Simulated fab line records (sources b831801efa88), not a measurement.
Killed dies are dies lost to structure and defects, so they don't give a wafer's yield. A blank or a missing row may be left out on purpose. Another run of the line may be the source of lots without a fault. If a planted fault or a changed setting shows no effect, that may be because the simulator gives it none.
A struck lot beside a sound one	flow sky130	18 out of 708 route steps
Sound: the wafers L420.2, L420.3, L420.4. The struck wafers were L428.2, L428.3, L428.6. The cause is named last.
Each step with rows lists, per side, the tool, then ch with its chambers, then its first start. Under that, the readings that differ: sound wafers	struck wafers	difference of the means	sigmas: that difference in standard deviations of wafers without a fault.
alike: words and numbers the same on both sides, and readings whose means are apart by under 2 such deviations; not compared: readings that were withheld, readings missing a value for some wafer, numbers with overlapping values and no deviation given by the record, and bounds like >300 which may hide the same value.
The two part at a step that has a row with sigmas, a row that says differs or no value, or rows on one side only. Numbers that don't overlap but have no deviation are shown without sigmas and don't part them. Lack of a reading on every wafer of one side parts them only where that side has two or more wafers.

first, 4 steps without rows for these wafers: SKY_LDD_HVP_SOFTBAKE_03 (time 60 s); SKY_LDD_HVP_EXPOSE_04 (exposes mask HVPTM, target cd 700 nm); SKY_LDD_HVP_PEB_05; SKY_LDD_HVP_DEVELOP_06 (develop time 60 s).
SKY_LDD_HVP_OVL_MEAS_07:
  struck on overlay-01, day 26 07:02; sound on overlay-02, day 23 08:52
  alike: LDD_HVP_OVL
after that, 1 step had no rows for these wafers: SKY_LDD_HVP_IMPLANT_08.
SKY_LDD_HVP_STRIP_09: strips in O2/N2.
  sound on plasma_asher-03 ch 0,1, day 23 09:03; struck on plasma_asher-03 ch 0,1, day 26 07:13
  alike: chamber_pressure_mTorr, drypump_motor_current_A, oes_product_au, strip_time_to_endpoint_s
  not compared: rf_hours_counter_h
SKY_LDD_HVP_TW_MEAS_10:
  struck on film_metro-01, day 26 07:20; sound on film_metro-03, day 23 09:10
  alike: LDD_HVP_TW
then, 4 steps without rows for these wafers: SKY_LDD_LDN_DEHYDRATE_00 (time 60 s); SKY_LDD_LDN_HMDS_01 (prime time 60 s); SKY_LDD_LDN_COAT_02 (resist thk 1140 nm); SKY_LDD_LDN_SOFTBAKE_03 (time 60 s).
SKY_LDD_LDN_EXPOSE_04: exposes mask LDNTM, target cd 700 nm.
  sound on iline_stepper-01 ch 0, day 24 00:16; struck on iline_stepper-01 ch 0, day 26 21:14
reading	sound	struck	difference	sigmas
model.LDD_LDN.overlay_x_nm (nm)	0.2545 0.2545 0.2545	-52.66 -52.66 -52.66	-52.91	
  alike: mask
then, 2 steps without rows for these wafers: SKY_LDD_LDN_PEB_05; SKY_LDD_LDN_DEVELOP_06 (develop time 60 s).
SKY_LDD_LDN_OVL_MEAS_07:
  struck on overlay-01, day 27 11:34; sound on overlay-01, day 24 15:11
reading	sound	struck	difference	sigmas
LDD_LDN_OVL (nm)	0.8 -0.3 0.3	-53.4 -55.0 -53.6	-54.3	-45
after that, 1 step had no rows for these wafers: SKY_LDD_LDN_IMPLANT_08.
-- here the record skips 22 days between the struck wafers' starts before and after, leaving off in module LDD_LDN and picking up in module PAD_OPEN (first step shown: number 708 of the route) --
SKY_PAD_OPEN_PROBE_99:
  struck on prober-01, day 49 02:14; sound on prober-01, day 47 01:33
  alike: killed_at_M0_to_M3, killed_at_M4_up, killed_at_contacts, killed_at_front_end, killed_at_other, killed_dies, killed_on_rim, killed_open, killed_short

WHERE THEY PART
Only at SKY_LDD_LDN_OVL_MEAS_07, within this record. Later steps at which nothing parts them and some readings are alike: SKY_PAD_OPEN_PROBE_99.

WHY: what the simulator had put in
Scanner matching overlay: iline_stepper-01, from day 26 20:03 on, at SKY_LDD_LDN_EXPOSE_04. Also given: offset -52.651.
